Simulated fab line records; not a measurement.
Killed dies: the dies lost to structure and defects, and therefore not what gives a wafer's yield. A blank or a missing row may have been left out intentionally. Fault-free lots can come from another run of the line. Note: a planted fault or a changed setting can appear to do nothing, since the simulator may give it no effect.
A struck lot beside a sound one / flow gf180mcu / 34 steps out of a route of 602
Sound: the wafers L192.2, L192.3, L192.5. Struck: wafers L212.2, L212.3, L212.5. At the end, the cause is stated.
At each step with rows: each side's tool, then ch and its chambers, then its first start. Under that, the readings that differ: sound wafers / struck wafers / difference of the means / sigmas: that difference in standard deviations of wafers without a fault.
alike: same words and numbers on both sides, and readings whose means sit less than 2 such deviations apart. not compared: any withheld reading, any reading some wafer has no value for, any bound like >300 that may hide the same value, and any number with overlapping values for which the record gives no deviation.
A row with sigmas, a row that says differs or no value, or rows on one side alone: a step with any of these is where the two part. When numbers do not overlap yet have no deviation, they are printed without sigmas and do not part them. A reading missing from all wafers of one side parts the sides only when that side holds two or more wafers.

first, 9 steps without rows for these wafers: GF_V5_CMP_04 (polishes SiO2); GF_V5_DEHYDRATE_06 (time 60 s); GF_V5_HMDS_07 (prime time 60 s); GF_V5_COAT_08; GF_V5_COAT_09 (resist thk 1000 nm); GF_V5_SOFTBAKE_10 (time 60 s); GF_V5_EXPOSE_11 (exposes mask Via5, target cd 260 nm); GF_V5_PEB_12 (peb time 90 s); GF_V5_DEVELOP_13 (develop time 60 s).
GF_V5_ETCH_16: etches BARC in N2/H2.
  sound on rieDiel-03 ch 0,1, day 27 03:47; struck on rieDiel-03 ch 1,2,3, day 33 03:08
  alike: drypumpMotorCurrentA, n2FlowSccm, oesProductAu, throttleValvePct
then, 23 steps without rows for these wafers: GF_V5_ETCH_17 (etches SiO2 in C4F8/O2/Ar, stops on TiN, target depth 855 nm); GF_V5_STRIP_18 (strips in O2/N2); GF_V5_STRIP_19 (strips in post etch residue remover, time 1200 s); GF_V5_CLEAN_20 (cleans in DIW); GF_V5_SPUTTER_21 (material Ti, target thk 15 nm, time 80.02 s); GF_V5_SPUTTER_22 (material TiN, target thk 10 nm, time 40 s); GF_V5_CVD_23 (deposits W, target thk 350 nm, time 104.9 s); GF_V5_CMP_26 (polishes, stops on SiO2, t overpolish 15 s, target thk 0 nm); GF_TOP_METAL_SPUTTER_00 (material Ti, target thk 37.5 nm, time 150 s); GF_TOP_METAL_SPUTTER_01 (material TiN, target thk 30 nm, time 25 s); GF_TOP_METAL_SPUTTER_02 (material AlCu, target thk 900 nm, time 46.82 s); GF_TOP_METAL_SPUTTER_03 (material Ti, target thk 5 nm, time 3.3 s); GF_TOP_METAL_SPUTTER_04 (material TiN, target thk 25 nm, time 20.8 s); GF_TOP_METAL_DEHYDRATE_07 (time 60 s); GF_TOP_METAL_HMDS_08 (prime time 60 s); GF_TOP_METAL_COAT_09 (resist thk 1500 nm); GF_TOP_METAL_SOFTBAKE_10 (time 60 s); GF_TOP_METAL_EXPOSE_11 (exposes mask MetalTop, target cd 440 nm); GF_TOP_METAL_PEB_12; GF_TOP_METAL_DEVELOP_13 (develop time 60 s); GF_TOP_METAL_METAL_ETCH_16 (etches the open film in Cl2/BCl3, stops on SiO2, target depth 1197 nm, time 199.5 s); GF_TOP_METAL_STRIP_17 (strips in O2/N2); GF_TOP_METAL_STRIP_18 (strips in post etch residue remover, time 1200 s).
GF_PASSIVATION_PROBE_99:
  record: rows for the struck wafers here (prober-02, day 34 15:34), none for the sound ones

## WHERE THEY PART
GF_PASSIVATION_PROBE_99 only, going by this record.

WHY: what the simulator had put in
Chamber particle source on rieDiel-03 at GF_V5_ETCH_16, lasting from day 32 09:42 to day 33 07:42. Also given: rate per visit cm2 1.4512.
